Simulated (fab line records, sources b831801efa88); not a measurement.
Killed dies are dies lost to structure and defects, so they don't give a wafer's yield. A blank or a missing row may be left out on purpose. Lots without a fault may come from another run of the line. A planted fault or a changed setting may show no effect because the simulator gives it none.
A struck lot beside a sound one | flow sky130 | 21 steps out of a route of 708
Sound: wafers L974.1, L974.4, L974.5. Struck: wafer L981.3. (L981.2 of the same lot was not struck and is left out.) The cause comes at the end.
At each step with rows: each side's tool, then ch and its chambers, then its first start. Under that, the readings that differ: sound wafers | struck wafers | difference of the means | sigmas: that difference in standard deviations of wafers without a fault.
alike: readings whose means differ by less than 2 such deviations, and words and numbers that are the same on both sides. not compared: withheld readings, readings that some wafer has no value for, bounds like >300 that may hide the same value, and numbers for which the record gives no deviation and whose values overlap.
The two part at a step that has a row with sigmas, a row that says differs or no value, or rows on one side only. Numbers that don't overlap but have no deviation are shown without sigmas and don't part them. A reading that every wafer of one side lacks parts them only if that side has two wafers or more.

SKY_SD_N_RS_MEAS_17: measures by four-point-probe.
  sound on film_metro-02, day 34 05:22; struck on film_metro-04, day 35 03:56
  alike: SD_P_RS
SKY_SD_N_RS_MEAS_18: measures by four-point-probe.
  sound on film_metro-02, day 34 05:29; struck on film_metro-04, day 35 04:04
  alike: RES_XHIGH_RS
then, 2 steps without rows for these wafers: SKY_SALICIDE_CLEAN_00 (cleans in HF-last, time 30 s); SKY_LI_CONTACT_HDPCVD_00 (deposits PSG, target thk 930 nm, time 155 s).
SKY_LI_CONTACT_THK_MEAS_01:
  sound on film_metro-03, day 34 05:44; struck on film_metro-03, day 35 04:17
  alike: LI_CONTACT_HDPCVD_THK
SKY_LI_CONTACT_CMP_02: polishes PSG.
  sound on cmp-02 ch 1,2,3, day 34 05:47; struck on cmp-01 ch 1, day 35 04:20
  reading                | sound          | struck | difference | sigmas
  time_to_endpoint_s (s) | 31.8 29.4 27.0 | 35.2   | +5.8       | +3
  alike: motor_current_A
SKY_LI_CONTACT_BOW_MEAS_03:
  sound on film_metro-03, day 34 06:05; struck on film_metro-03, day 35 04:40
  alike: LI_CONTACT_BOW
then, 5 steps without rows for these wafers: SKY_LI_CONTACT_DEHYDRATE_04 (time 60 s); SKY_LI_CONTACT_HMDS_05 (prime time 60 s); SKY_LI_CONTACT_COAT_06 (resist thk 60 nm); SKY_LI_CONTACT_COAT_07 (resist thk 450 nm); SKY_LI_CONTACT_SOFTBAKE_08 (time 90 s).
SKY_LI_CONTACT_EXPOSE_09: exposes mask LICM1, target cd 170 nm.
  sound on krf_scanner-01 ch 0, day 34 17:06; struck on krf_scanner-02 ch 0, day 35 17:16
  alike: mask, exposure_dose_mJ_cm2
then, 2 steps without rows for these wafers: SKY_LI_CONTACT_PEB_10; SKY_LI_CONTACT_DEVELOP_11 (develop time 60 s).
SKY_LI_CONTACT_CD_MEAS_12: target cd 170 nm.
  sound on cd_sem-01, day 35 06:52; struck on cd_sem-01, day 36 05:11
  reading    | sound             | struck | difference | sigmas
  cd_nm (nm) | 172.2 171.3 170.9 | 130.9  | -40.6      | -21
SKY_LI_CONTACT_OVL_MEAS_13:
  sound on overlay-02, day 35 06:59; struck on overlay-01, day 36 05:17
  alike: LI_CONTACT_OVL
SKY_LI_CONTACT_ETCH_14: etches BARC in N2/H2, stops on SiO2, time 45.9 s, target depth 60 nm.
  sound on rie_diel-04 ch 0,2,3, day 35 07:02; struck on rie_diel-04 ch 2, day 36 05:19
  reading                     | sound             | struck | difference | sigmas
  model.LI_CONTACT.cd_nm (nm) | 172.7 170.7 170.9 | 130.8  | -40.6      |
  alike: drypump_motor_current_A, oes_product_au, rf_fwd_power_W, throttle_valve_pct
  not compared: rf_hours_counter_h
SKY_LI_CONTACT_ETCH_15: etches PSG in C4F8/O2/Ar, stops on Si, target depth 600 nm.
  sound on rie_diel-04 ch 0,2,3, day 35 07:04; struck on rie_diel-04 ch 2, day 36 05:22
  reading                     | sound             | struck | difference | sigmas
  model.LI_CONTACT.cd_nm (nm) | 172.6 170.7 170.7 | 130.6  | -40.7      |
  alike: oes_product_au, rf_fwd_power_W
SKY_LI_CONTACT_STRIP_16: strips in O2/N2.
  sound on plasma_asher-03 ch 0,1, day 35 07:09; struck on plasma_asher-02 ch 1, day 36 05:27
  reading                      | sound             | struck | difference | sigmas
  drypump_motor_current_A (A)  | 5.3 5.8 5.3       | 6.3    | +0.8       | +2
  strip_time_to_endpoint_s (s) | 3.523 3.476 3.493 | 3.437  | -0.060     | -2
  alike: oes_product_au
  not compared: rf_hours_counter_h
-- the record jumps here: 15 days lie between the struck wafers' starts before and after (it left off in module LI_CONTACT and takes up again in module PAD_OPEN, whose first step shown is number 708 of the route) --
SKY_PAD_OPEN_PROBE_99:
  the record has rows for the struck wafers here (prober-01, day 50 18:47) and none for the sound ones

WHERE THEY PART
First at SKY_LI_CONTACT_CMP_02; last, within this record, at SKY_PAD_OPEN_PROBE_99.

WHY: what the simulator had put in
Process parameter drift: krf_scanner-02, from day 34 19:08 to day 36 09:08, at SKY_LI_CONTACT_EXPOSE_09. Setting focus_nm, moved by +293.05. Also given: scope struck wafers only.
